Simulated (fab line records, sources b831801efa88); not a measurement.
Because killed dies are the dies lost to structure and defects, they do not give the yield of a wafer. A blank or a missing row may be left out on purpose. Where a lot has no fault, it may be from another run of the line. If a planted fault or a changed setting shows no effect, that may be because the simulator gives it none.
2 desks looking at one fault ; flow sfq_line ; numbers are kept per desk, each desk with only its own; the story behind them comes last

== FROM THE METROLOGY DESK ==
What the gauges read, lot by lot, whatever tool the lot ran on: means of the sampled wafers that have a number. A lot is out of limits, marked OUT, if its mean lies more than 4 standard deviations from the usual mean; the brackets give that distance.
Columns: A = I1_OVL at SFQ_I1_OVL_MEAS_913, usual -3 nm; B = M2_NB_RS at SFQ_M2_RS_MEAS_914, usual 0.888 ohm/sq; C = M2_OVL at SFQ_M2_OVL_MEAS_916, usual 1 nm
lot;first seen here;A;B;C
L109;day 16 12:37;0;0.888;-0
L112;day 17 21:01;-3;0.898;2
L113;day 18 13:01;-5;0.885;0
L114;day 18 17:48;-1;0.885;2
L126;day 23 15:50;0;0.886;1
L128;day 24 11:49;-6;0.886;5
This desk's finding: nothing out of limits on any of the 6 lots.

== DESK OF THE TOOL OWNER: litho_track-04 ==
The tool's own readings at SFQ_TRILAYER_M2_LITHO_COAT_057 (resist thk 600 nm): means of the sampled wafers that have a number, for each lot that ran on this tool. A lot is out of limits, marked OUT, if its mean lies more than 4 standard deviations from the usual mean; the brackets give that distance.
Columns: A = exhaust_pa at SFQ_TRILAYER_M2_LITHO_COAT_057, usual 45.0 Pa; B = spin_speed_rpm at SFQ_TRILAYER_M2_LITHO_COAT_057, usual 3000.4 rpm
lot;first seen here;A;B
L109;day 16 14:15;45.8;3000.6
L112;day 17 22:57;44.5;3253.8 (+99 or more) OUT
L114;day 18 19:34;43.5;3249.0 (+99 or more) OUT
L128;day 24 13:25;46.2;2999.9
This desk finds L112, L114 out of limits, L112 being first, at day 17 22:57 (spin_speed_rpm at SFQ_TRILAYER_M2_LITHO_COAT_057). Within limits: L109, L128.

== PUT TOGETHER ==
At day 17 22:57, on L112, L114, the tool owner's desk was in a position to raise an alarm.
Metrology desk: nothing out of limits seen.
The metrology desk has L112, L114 on record, within its limits.
SFQ_TRILAYER_M2_LITHO_COAT_057 was run on litho_track-04 by each of the lots named.

== WHAT WAS PUT IN BY THE SIMULATOR ==
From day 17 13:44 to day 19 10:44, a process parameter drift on litho_track-04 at SFQ_TRILAYER_M2_LITHO_COAT_057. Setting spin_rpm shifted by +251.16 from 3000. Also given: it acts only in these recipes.
Struck lots among those shown: L112, L114.
Delay in hours, fault start to first out-of-limits reading, by desk: the tool owner's desk at 9.
